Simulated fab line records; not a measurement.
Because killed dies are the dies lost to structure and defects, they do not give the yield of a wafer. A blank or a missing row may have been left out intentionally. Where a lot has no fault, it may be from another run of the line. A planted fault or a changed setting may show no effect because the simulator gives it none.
Which tool did it? || flow sky130 || 14 lots with 42 wafers sampled at 5 steps, on a route of 708 steps

== WHAT EACH GAUGE READ, for each wafer ==
SKY_LOCAL_INTERCONNECT_CD_MEAS_11 targets a cd of 170 nm. Usual: cd_nm reads 169.8 nm (standard deviation 1.5).
{"lot": "L724", "measured": "day 30 09:48", "on": "cd_sem-01", "cd_nm (nm)": "170.5 170.7 169.5", "flag": ""}
{"lot": "L725", "measured": "day 30 16:53", "on": "cd_sem-02", "cd_nm (nm)": "171.7 171.8 170.8", "flag": ""}
{"lot": "L726", "measured": "day 31 06:11", "on": "cd_sem-02", "cd_nm (nm)": "168.5 167.8 167.7", "flag": ""}
{"lot": "L727", "measured": "day 31 08:23", "on": "cd_sem-01", "cd_nm (nm)": "169.6 168.2 168.6", "flag": ""}
{"lot": "L729", "measured": "day 32 04:20", "on": "cd_sem-01", "cd_nm (nm)": "165.9 167.3 165.2", "flag": ""}
{"lot": "L730", "measured": "day 32 13:41", "on": "cd_sem-01", "cd_nm (nm)": "172.2 170.8 171.6", "flag": ""}
{"lot": "L737", "measured": "day 34 23:04", "on": "cd_sem-01", "cd_nm (nm)": "168.5 170.2 169.9", "flag": ""}
{"lot": "L740", "measured": "day 35 21:36", "on": "cd_sem-01", "cd_nm (nm)": "170.5 170.0 170.1", "flag": ""}
{"lot": "L741", "measured": "day 36 10:28", "on": "cd_sem-02", "cd_nm (nm)": "169.8 169.1 170.0", "flag": ""}
{"lot": "L742", "measured": "day 36 11:53", "on": "cd_sem-02", "cd_nm (nm)": "169.6 168.7 168.0", "flag": ""}
{"lot": "L743", "measured": "day 36 16:25", "on": "cd_sem-01", "cd_nm (nm)": "169.9 170.1 168.8", "flag": ""}
{"lot": "L747", "measured": "day 37 23:59", "on": "cd_sem-01", "cd_nm (nm)": "169.0 170.2 169.8", "flag": ""}

SKY_CONTACT_THK_MEAS_03. Usual: CONTACT_HDPCVD_THK 561 nm, standard deviation 5.3.
{"lot": "L724", "measured": "day 30 10:51", "on": "film_metro-02", "CONTACT_HDPCVD_THK (nm)": "569 559 558", "flag": ""}
{"lot": "L725", "measured": "day 30 17:56", "on": "film_metro-01", "CONTACT_HDPCVD_THK (nm)": "565 553 565", "flag": ""}
{"lot": "L726", "measured": "day 31 07:33", "on": "film_metro-04", "CONTACT_HDPCVD_THK (nm)": "555 558 564", "flag": ""}
{"lot": "L727", "measured": "day 31 09:25", "on": "film_metro-01", "CONTACT_HDPCVD_THK (nm)": "561 558 559", "flag": ""}
{"lot": "L729", "measured": "day 32 05:24", "on": "film_metro-04", "CONTACT_HDPCVD_THK (nm)": "559 566 557", "flag": ""}
{"lot": "L730", "measured": "day 32 14:43", "on": "film_metro-01", "CONTACT_HDPCVD_THK (nm)": "562 565 556", "flag": ""}
{"lot": "L737", "measured": "day 35 00:04", "on": "film_metro-04", "CONTACT_HDPCVD_THK (nm)": "562 571 560", "flag": ""}
{"lot": "L740", "measured": "day 35 22:37", "on": "film_metro-04", "CONTACT_HDPCVD_THK (nm)": "562 559 566", "flag": ""}
{"lot": "L741", "measured": "day 36 11:28", "on": "film_metro-01", "CONTACT_HDPCVD_THK (nm)": "564 563 572", "flag": ""}
{"lot": "L742", "measured": "day 36 12:55", "on": "film_metro-02", "CONTACT_HDPCVD_THK (nm)": "560 567 559", "flag": ""}
{"lot": "L743", "measured": "day 36 17:26", "on": "film_metro-02", "CONTACT_HDPCVD_THK (nm)": "564 567 563", "flag": ""}
{"lot": "L747", "measured": "day 38 01:10", "on": "film_metro-04", "CONTACT_HDPCVD_THK (nm)": "554 557 549", "flag": ""}

== TOOL THAT RAN EACH LOT (tool first, then ch and the chambers of the sampled wafers, then the start) ==
{"lot": "L724", "SKY_FIELD_ISO_ETCH_14": "rie_diel-02 ch 0,1,3, day 2 06:34", "SKY_FIELD_ISO_ETCH_15": "rie_diel-02 ch 0,1,3, day 2 06:36", "SKY_FIELD_ISO_STRIP_16": "plasma_asher-03 ch 0,1, day 2 06:39"}
{"lot": "L725", "SKY_FIELD_ISO_ETCH_14": "rie_diel-03 ch 0,2,3, day 2 10:55", "SKY_FIELD_ISO_ETCH_15": "rie_diel-03 ch 0,2,3, day 2 10:57", "SKY_FIELD_ISO_STRIP_16": "plasma_asher-02 ch 0,1, day 2 11:01"}
{"lot": "L726", "SKY_FIELD_ISO_ETCH_14": "rie_diel-03 ch 1,3, day 2 16:58", "SKY_FIELD_ISO_ETCH_15": "rie_diel-03 ch 1,3, day 2 17:00", "SKY_FIELD_ISO_STRIP_16": "plasma_asher-04 ch 0,1, day 2 17:03"}
{"lot": "L727", "SKY_FIELD_ISO_ETCH_14": "rie_diel-01 ch 0,1,2, day 2 19:58", "SKY_FIELD_ISO_ETCH_15": "rie_diel-01 ch 0,1,2, day 2 20:00", "SKY_FIELD_ISO_STRIP_16": "plasma_asher-03 ch 0,1, day 2 20:03"}
{"lot": "L729", "SKY_FIELD_ISO_ETCH_14": "rie_diel-01 ch 0,1, day 3 06:28", "SKY_FIELD_ISO_ETCH_15": "rie_diel-01 ch 0,1, day 3 06:30", "SKY_FIELD_ISO_STRIP_16": "plasma_asher-02 ch 1, day 3 06:34"}
{"lot": "L730", "SKY_FIELD_ISO_ETCH_14": "rie_diel-03 ch 1,2,3, day 3 12:04", "SKY_FIELD_ISO_ETCH_15": "rie_diel-03 ch 1,2,3, day 3 12:06", "SKY_FIELD_ISO_STRIP_16": "plasma_asher-02 ch 0,1, day 3 12:09"}
{"lot": "L735", "SKY_FIELD_ISO_ETCH_14": "rie_diel-01 ch 0,1,2, day 4 14:28", "SKY_FIELD_ISO_ETCH_15": "rie_diel-01 ch 0,1,2, day 4 14:30", "SKY_FIELD_ISO_STRIP_16": "plasma_asher-03 ch 0,1, day 4 14:34"}
{"lot": "L736", "SKY_FIELD_ISO_ETCH_14": "rie_diel-01 ch 0,1,2, day 4 19:04", "SKY_FIELD_ISO_ETCH_15": "rie_diel-01 ch 0,1,2, day 4 19:06", "SKY_FIELD_ISO_STRIP_16": "plasma_asher-04 ch 0,1, day 4 19:09"}
{"lot": "L737", "SKY_FIELD_ISO_ETCH_14": "rie_diel-02 ch 0,2, day 5 00:12", "SKY_FIELD_ISO_ETCH_15": "rie_diel-02 ch 0,2, day 5 00:16", "SKY_FIELD_ISO_STRIP_16": "plasma_asher-04 ch 1, day 5 00:21"}
{"lot": "L740", "SKY_FIELD_ISO_ETCH_14": "rie_diel-03 ch 0,1, day 5 19:10", "SKY_FIELD_ISO_ETCH_15": "rie_diel-03 ch 0,1, day 5 19:12", "SKY_FIELD_ISO_STRIP_16": "plasma_asher-02 ch 0,1, day 5 19:16"}
{"lot": "L741", "SKY_FIELD_ISO_ETCH_14": "rie_diel-03 ch 2,3, day 6 00:16", "SKY_FIELD_ISO_ETCH_15": "rie_diel-03 ch 2,3, day 6 00:18", "SKY_FIELD_ISO_STRIP_16": "plasma_asher-04 ch 0,1, day 6 00:22"}
{"lot": "L742", "SKY_FIELD_ISO_ETCH_14": "rie_diel-03 ch 0,2, day 6 02:34", "SKY_FIELD_ISO_ETCH_15": "rie_diel-03 ch 0,2, day 6 02:36", "SKY_FIELD_ISO_STRIP_16": "plasma_asher-03 ch 1, day 6 02:39"}
{"lot": "L743", "SKY_FIELD_ISO_ETCH_14": "rie_diel-02 ch 0,2, day 6 07:46", "SKY_FIELD_ISO_ETCH_15": "rie_diel-02 ch 0,2, day 6 07:48", "SKY_FIELD_ISO_STRIP_16": "plasma_asher-03 ch 0,1, day 6 07:53"}
{"lot": "L747", "SKY_FIELD_ISO_ETCH_14": "rie_diel-03 ch 0,1,3, day 7 06:48", "SKY_FIELD_ISO_ETCH_15": "rie_diel-03 ch 0,1,3, day 7 06:50", "SKY_FIELD_ISO_STRIP_16": "plasma_asher-03 ch 0,1, day 7 06:54"}
- SKY_FIELD_ISO_ETCH_14: etches BARC in N2/H2, stops on SiO2, time 45.9 s, target depth 60 nm.
- SKY_FIELD_ISO_ETCH_15: etches the open film in CHF3/O2, stops on Si, target depth 180 nm, time 72 s.
- SKY_FIELD_ISO_STRIP_16: strips in O2/N2.

== AS READ BY THE TOOLS THEMSELVES (means over the sampled wafers that have a number; for cases with no such wafer, the mark the record gives instead) ==
SKY_FIELD_ISO_ETCH_14. Usual: drypump_motor_current_A 5.8 A, standard deviation 0.31; oes_product_au 0.856 a.u., standard deviation 0.005; run_length_s 73.9 s, standard deviation 0.39; throttle_valve_pct 13.225 %, standard deviation 0.0094.
{"lot": "L724", "tool": "rie_diel-02", "drypump_motor_current_A (A)": 5.6, "oes_product_au (a.u.)": 0.853, "run_length_s (s)": 74.3, "throttle_valve_pct (%)": 13.218, "flag": ""}
{"lot": "L725", "tool": "rie_diel-03", "drypump_motor_current_A (A)": 5.8, "oes_product_au (a.u.)": 0.859, "run_length_s (s)": 73.9, "throttle_valve_pct (%)": 13.215, "flag": ""}
{"lot": "L726", "tool": "rie_diel-03", "drypump_motor_current_A (A)": 5.9, "oes_product_au (a.u.)": 0.859, "run_length_s (s)": 74.0, "throttle_valve_pct (%)": 13.231, "flag": ""}
{"lot": "L727", "tool": "rie_diel-01", "drypump_motor_current_A (A)": 5.8, "oes_product_au (a.u.)": 0.860, "run_length_s (s)": 73.8, "throttle_valve_pct (%)": 13.229, "flag": ""}
{"lot": "L729", "tool": "rie_diel-01", "drypump_motor_current_A (A)": 5.9, "oes_product_au (a.u.)": 0.852, "run_length_s (s)": 73.7, "throttle_valve_pct (%)": 13.219, "flag": ""}
{"lot": "L730", "tool": "rie_diel-03", "drypump_motor_current_A (A)": 5.7, "oes_product_au (a.u.)": 0.856, "run_length_s (s)": 74.0, "throttle_valve_pct (%)": 13.235, "flag": ""}
{"lot": "L735", "tool": "rie_diel-01", "drypump_motor_current_A (A)": 5.9, "oes_product_au (a.u.)": 1.006, "run_length_s (s)": 52.7, "throttle_valve_pct (%)": 13.236, "flag": "OFF"}
{"lot": "L736", "tool": "rie_diel-01", "drypump_motor_current_A (A)": 5.9, "oes_product_au (a.u.)": 0.996, "run_length_s (s)": 52.9, "throttle_valve_pct (%)": 13.235, "flag": "OFF"}
{"lot": "L737", "tool": "rie_diel-02", "drypump_motor_current_A (A)": 5.4, "oes_product_au (a.u.)": 0.855, "run_length_s (s)": 74.4, "throttle_valve_pct (%)": 13.227, "flag": ""}
{"lot": "L740", "tool": "rie_diel-03", "drypump_motor_current_A (A)": 5.9, "oes_product_au (a.u.)": 0.858, "run_length_s (s)": 73.6, "throttle_valve_pct (%)": 13.232, "flag": ""}
{"lot": "L741", "tool": "rie_diel-03", "drypump_motor_current_A (A)": 5.7, "oes_product_au (a.u.)": 0.853, "run_length_s (s)": 74.3, "throttle_valve_pct (%)": 13.222, "flag": ""}
{"lot": "L742", "tool": "rie_diel-03", "drypump_motor_current_A (A)": 5.8, "oes_product_au (a.u.)": 0.857, "run_length_s (s)": 73.8, "throttle_valve_pct (%)": 13.230, "flag": ""}
{"lot": "L743", "tool": "rie_diel-02", "drypump_motor_current_A (A)": 5.3, "oes_product_au (a.u.)": 0.854, "run_length_s (s)": 74.3, "throttle_valve_pct (%)": 13.218, "flag": ""}
{"lot": "L747", "tool": "rie_diel-03", "drypump_motor_current_A (A)": 6.0, "oes_product_au (a.u.)": 0.858, "run_length_s (s)": 73.7, "throttle_valve_pct (%)": 13.227, "flag": ""}

SKY_FIELD_ISO_ETCH_15. Usual: O2_flow_sccm 4.999 sccm, standard deviation 0.014; drypump_motor_current_A 5.8 A, standard deviation 0.31; oes_product_au 0.945 a.u., standard deviation 0.0069; run_length_s 100.1 s, standard deviation 0.37; throttle_valve_pct 8.844 %, standard deviation 0.0094.
{"lot": "L724", "tool": "rie_diel-02", "O2_flow_sccm (sccm)": 5.001, "drypump_motor_current_A (A)": 5.6, "oes_product_au (a.u.)": 0.942, "run_length_s (s)": 100.5, "throttle_valve_pct (%)": 8.849, "flag": ""}
{"lot": "L725", "tool": "rie_diel-03", "O2_flow_sccm (sccm)": 5.003, "drypump_motor_current_A (A)": 5.8, "oes_product_au (a.u.)": 0.957, "run_length_s (s)": 100.2, "throttle_valve_pct (%)": 8.838, "flag": ""}
{"lot": "L726", "tool": "rie_diel-03", "O2_flow_sccm (sccm)": 4.995, "drypump_motor_current_A (A)": 5.9, "oes_product_au (a.u.)": 0.937, "run_length_s (s)": 100.3, "throttle_valve_pct (%)": 8.838, "flag": ""}
{"lot": "L727", "tool": "rie_diel-01", "O2_flow_sccm (sccm)": 4.989, "drypump_motor_current_A (A)": 5.9, "oes_product_au (a.u.)": 0.939, "run_length_s (s)": 99.7, "throttle_valve_pct (%)": 8.847, "flag": ""}
{"lot": "L729", "tool": "rie_diel-01", "O2_flow_sccm (sccm)": 4.989, "drypump_motor_current_A (A)": 5.9, "oes_product_au (a.u.)": 0.947, "run_length_s (s)": 99.8, "throttle_valve_pct (%)": 8.838, "flag": ""}
{"lot": "L730", "tool": "rie_diel-03", "O2_flow_sccm (sccm)": 4.994, "drypump_motor_current_A (A)": 5.7, "oes_product_au (a.u.)": 0.943, "run_length_s (s)": 100.1, "throttle_valve_pct (%)": 8.845, "flag": ""}
{"lot": "L735", "tool": "rie_diel-01", "O2_flow_sccm (sccm)": 5.014, "drypump_motor_current_A (A)": 5.8, "oes_product_au (a.u.)": 0.372, "run_length_s (s)": 99.8, "throttle_valve_pct (%)": 8.684, "flag": "OFF"}
{"lot": "L736", "tool": "rie_diel-01", "O2_flow_sccm (sccm)": 5.004, "drypump_motor_current_A (A)": 5.8, "oes_product_au (a.u.)": 0.379, "run_length_s (s)": 99.8, "throttle_valve_pct (%)": 8.677, "flag": "OFF"}
{"lot": "L737", "tool": "rie_diel-02", "O2_flow_sccm (sccm)": 5.004, "drypump_motor_current_A (A)": 5.4, "oes_product_au (a.u.)": 0.948, "run_length_s (s)": 100.5, "throttle_valve_pct (%)": 8.842, "flag": ""}
{"lot": "L740", "tool": "rie_diel-03", "O2_flow_sccm (sccm)": 5.010, "drypump_motor_current_A (A)": 5.9, "oes_product_au (a.u.)": 0.953, "run_length_s (s)": 99.8, "throttle_valve_pct (%)": 8.843, "flag": ""}
{"lot": "L741", "tool": "rie_diel-03", "O2_flow_sccm (sccm)": 5.002, "drypump_motor_current_A (A)": 5.7, "oes_product_au (a.u.)": 0.951, "run_length_s (s)": 100.2, "throttle_valve_pct (%)": 8.847, "flag": ""}
{"lot": "L742", "tool": "rie_diel-03", "O2_flow_sccm (sccm)": 5.004, "drypump_motor_current_A (A)": 5.8, "oes_product_au (a.u.)": 0.938, "run_length_s (s)": 99.9, "throttle_valve_pct (%)": 8.831, "flag": ""}
{"lot": "L743", "tool": "rie_diel-02", "O2_flow_sccm (sccm)": 4.994, "drypump_motor_current_A (A)": 5.4, "oes_product_au (a.u.)": 0.940, "run_length_s (s)": 100.3, "throttle_valve_pct (%)": 8.843, "flag": ""}
{"lot": "L747", "tool": "rie_diel-03", "O2_flow_sccm (sccm)": 4.987, "drypump_motor_current_A (A)": 6.0, "oes_product_au (a.u.)": 0.948, "run_length_s (s)": 99.8, "throttle_valve_pct (%)": 8.848, "flag": ""}

SKY_FIELD_ISO_STRIP_16. Usual: drypump_motor_current_A 5.7 A, standard deviation 0.54; oes_product_au 0.377 a.u., standard deviation 0.0048; strip_time_to_endpoint_s 3.54 s, standard deviation 0.033.
{"lot": "L724", "tool": "plasma_asher-03", "drypump_motor_current_A (A)": 5.6, "oes_product_au (a.u.)": 0.376, "strip_time_to_endpoint_s (s)": 3.52, "flag": ""}
{"lot": "L725", "tool": "plasma_asher-02", "drypump_motor_current_A (A)": 6.3, "oes_product_au (a.u.)": 0.376, "strip_time_to_endpoint_s (s)": 3.56, "flag": ""}
{"lot": "L726", "tool": "plasma_asher-04", "drypump_motor_current_A (A)": 4.9, "oes_product_au (a.u.)": 0.380, "strip_time_to_endpoint_s (s)": 3.56, "flag": ""}
{"lot": "L727", "tool": "plasma_asher-03", "drypump_motor_current_A (A)": 5.6, "oes_product_au (a.u.)": 0.370, "strip_time_to_endpoint_s (s)": 3.50, "flag": ""}
{"lot": "L729", "tool": "plasma_asher-02", "drypump_motor_current_A (A)": 6.0, "oes_product_au (a.u.)": 0.377, "strip_time_to_endpoint_s (s)": 3.50, "flag": ""}
{"lot": "L730", "tool": "plasma_asher-02", "drypump_motor_current_A (A)": 6.2, "oes_product_au (a.u.)": 0.379, "strip_time_to_endpoint_s (s)": 3.54, "flag": ""}
{"lot": "L735", "tool": "plasma_asher-03", "drypump_motor_current_A (A)": 5.6, "oes_product_au (a.u.)": 0.387, "strip_time_to_endpoint_s (s)": 3.75, "flag": "OFF"}
{"lot": "L736", "tool": "plasma_asher-04", "drypump_motor_current_A (A)": 5.1, "oes_product_au (a.u.)": 0.387, "strip_time_to_endpoint_s (s)": 3.76, "flag": "OFF"}
{"lot": "L737", "tool": "plasma_asher-04", "drypump_motor_current_A (A)": 5.4, "oes_product_au (a.u.)": 0.374, "strip_time_to_endpoint_s (s)": 3.56, "flag": ""}
{"lot": "L740", "tool": "plasma_asher-02", "drypump_motor_current_A (A)": 6.3, "oes_product_au (a.u.)": 0.384, "strip_time_to_endpoint_s (s)": 3.58, "flag": ""}
{"lot": "L741", "tool": "plasma_asher-04", "drypump_motor_current_A (A)": 4.9, "oes_product_au (a.u.)": 0.379, "strip_time_to_endpoint_s (s)": 3.55, "flag": ""}
{"lot": "L742", "tool": "plasma_asher-03", "drypump_motor_current_A (A)": 5.5, "oes_product_au (a.u.)": 0.378, "strip_time_to_endpoint_s (s)": 3.53, "flag": ""}
{"lot": "L743", "tool": "plasma_asher-03", "drypump_motor_current_A (A)": 5.5, "oes_product_au (a.u.)": 0.376, "strip_time_to_endpoint_s (s)": 3.57, "flag": ""}
{"lot": "L747", "tool": "plasma_asher-03", "drypump_motor_current_A (A)": 5.5, "oes_product_au (a.u.)": 0.377, "strip_time_to_endpoint_s (s)": 3.57, "flag": ""}

== THE ANSWER, worked out from the rows above alone ==
Rule: a lot counts as off when the mean over its wafers that have a number is more than 3 standard deviations away from the usual mean. Also off: a lot with no number at a reading for which 4 or more lots have one. Any other lot the step has rows for is counted as sound. First the gauges in route order, then the tools' own readings, where a lot's mean is used as printed above. The first step at which some lot is off is used, and at that step the reading that is off furthest; a lot without a number counts as furthest.
Off, at SKY_FIELD_ISO_ETCH_14 on run_length_s: L735, L736.
If a tool, at that step or one of the process steps before it, ran each lot that is off and ran no sound lot following the first of them, it fits. One candidate fits, namely rie_diel-01 at SKY_FIELD_ISO_ETCH_14. Its last sound lot is L729 (day 3 06:28), its first lot that is off L735 (day 4 14:28): a fault that began between those two fits.
The tool's own readings at SKY_FIELD_ISO_ETCH_14 bear it out: on the lots that are off they differ by more than 5 times the standard deviation of the sound lots' means. oes_product_au reads 1.001 a.u. there against 0.856 a.u. on the sound lots; run_length_s reads 52.8 s there against 74.0 s on the sound lots.

== WHAT WAS PUT IN BY THE SIMULATOR ==
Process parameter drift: rie_diel-01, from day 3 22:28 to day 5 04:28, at SKY_FIELD_ISO_ETCH_14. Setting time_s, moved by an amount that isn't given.
Lots struck among those shown: L735, L736. The rule given above showed the same thing.
